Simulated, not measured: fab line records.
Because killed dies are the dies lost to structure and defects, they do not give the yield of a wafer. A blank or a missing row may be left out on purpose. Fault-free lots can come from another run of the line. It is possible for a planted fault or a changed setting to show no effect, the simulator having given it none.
The same fault as seen by 2 desks ; flow sky130 ; each desk has only its own numbers; what lay behind them comes last

## TOOL OWNER'S DESK, furnace-02
The tool's own readings at SKY_POLY_GATE_OXIDATION_20 (stabilise 600 s, purge 300 s, target thk 4 nm): means of the sampled wafers that have a number, for each lot that ran on this tool. Any lot whose mean is over 4 standard deviations away from the usual mean is out of limits and marked OUT; that distance is given in the brackets. 7 of its 9 readings are shown: the first one out of limits and those lying furthest out on some lot.
Columns: A = spike tc bottom C at SKY_POLY_GATE_OXIDATION_20, usual 869.7 C; B = spike tc centre C at SKY_POLY_GATE_OXIDATION_20, usual 851.5 C; C = spike tc lower C at SKY_POLY_GATE_OXIDATION_20, usual 850.5 C; D = spike tc top C at SKY_POLY_GATE_OXIDATION_20, usual 860.0 C; E = spike tc upper C at SKY_POLY_GATE_OXIDATION_20, usual 850.7 C; F = tube center temp C at SKY_POLY_GATE_OXIDATION_20, usual 850.01 C; G = tube_center_temp_C_max at SKY_POLY_GATE_OXIDATION_20, usual 852.2
lot;first seen here;A;B;C;D;E;F;G
L671;day 16 15:22;869.6;851.5;850.6;859.7;851.3;850.00;851.9
L672;day 16 22:27;869.6;851.8;849.6;859.8;851.0;849.98;852.1
L673;day 17 08:38;869.8;851.9;850.8;859.2;851.3;850.01;852.2
L674;day 17 16:40;870.1;852.1;850.3;859.8;848.8;849.97;852.0
L675;day 17 20:46;869.6;852.2;849.7;860.4;849.9;849.97;852.0
L676;day 18 04:49;868.7;852.2;851.8;859.3;851.0;849.99;851.9
L681;day 20 12:58;868.8;850.0;850.7;859.7;851.0;850.00;852.2
L683;day 20 19:22;901.1 (+29) OUT;884.0 (+27) OUT;882.2 (+32) OUT;891.3 (+31) OUT;882.8 (+32) OUT;881.90 (+99 or more) OUT;884.3 (+99 or more) OUT
L686;day 21 23:13;901.1 (+29) OUT;883.7 (+27) OUT;881.5 (+31) OUT;890.8 (+31) OUT;882.7 (+32) OUT;881.89 (+99 or more) OUT;884.3 (+99 or more) OUT
L693;day 24 15:47;869.4;852.5;851.5;859.7;851.5;849.89;852.0
L694;day 24 21:08;869.0;850.7;850.0;859.0;850.3;850.03;851.9
This desk finds L683, L686 out of limits, L683 being first, at day 20 19:22 (spike tc bottom C at SKY_POLY_GATE_OXIDATION_20). Within limits: L671, L672, L673, L674, L675, L676, L681, L693, L694.

## METROLOGY DESK
What the gauges read for every lot (on any tool): the sampled wafers with a number, averaged. Any lot whose mean is over 4 standard deviations away from the usual mean is out of limits and marked OUT; that distance is given in the brackets.
Columns: A = POLY_GATE_OXIDATION_THK at SKY_POLY_GATE_THK_MEAS_21, usual 4.01 nm
lot;first seen here;A
L671;day 16 16:37;3.98
L672;day 16 23:43;4.04
L673;day 17 09:53;4.12
L674;day 17 17:55;4.01
L675;day 17 22:02;4.09
L676;day 18 06:04;4.02
L679;day 19 22:29;3.98
L678;day 19 22:29;4.12
L682;day 20 10:57;4.08
L681;day 20 14:14;3.94
L683;day 20 20:39;5.87 (+26) OUT
L686;day 22 00:28;5.84 (+25) OUT
L693;day 24 17:02;3.97
L694;day 24 22:23;4.00
This desk finds L683, L686 out of limits, with the earliest case on L683 at day 20 20:39 (POLY_GATE_OXIDATION_THK at SKY_POLY_GATE_THK_MEAS_21). Within limits: L671, L672, L673, L674, L675, L676, L679, L678, L682, L681, L693, L694.

## TAKEN TOGETHER
At day 20 19:22, on L683, L686, the tool owner's desk was in a position to raise an alarm.
At day 20 20:39 the metrology desk could have sounded an alarm, on L683, L686.
The lots listed all ran SKY_POLY_GATE_OXIDATION_20 on furnace-02.

## WHAT THE SIMULATOR PUT IN
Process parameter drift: furnace-02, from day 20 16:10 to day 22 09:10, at SKY_POLY_GATE_OXIDATION_20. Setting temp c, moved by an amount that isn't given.
Shown lots that were struck: L683, L686.
Time in hours from fault onset to the first out-of-limits reading at each desk: tool owner's desk 3, metrology desk 4.
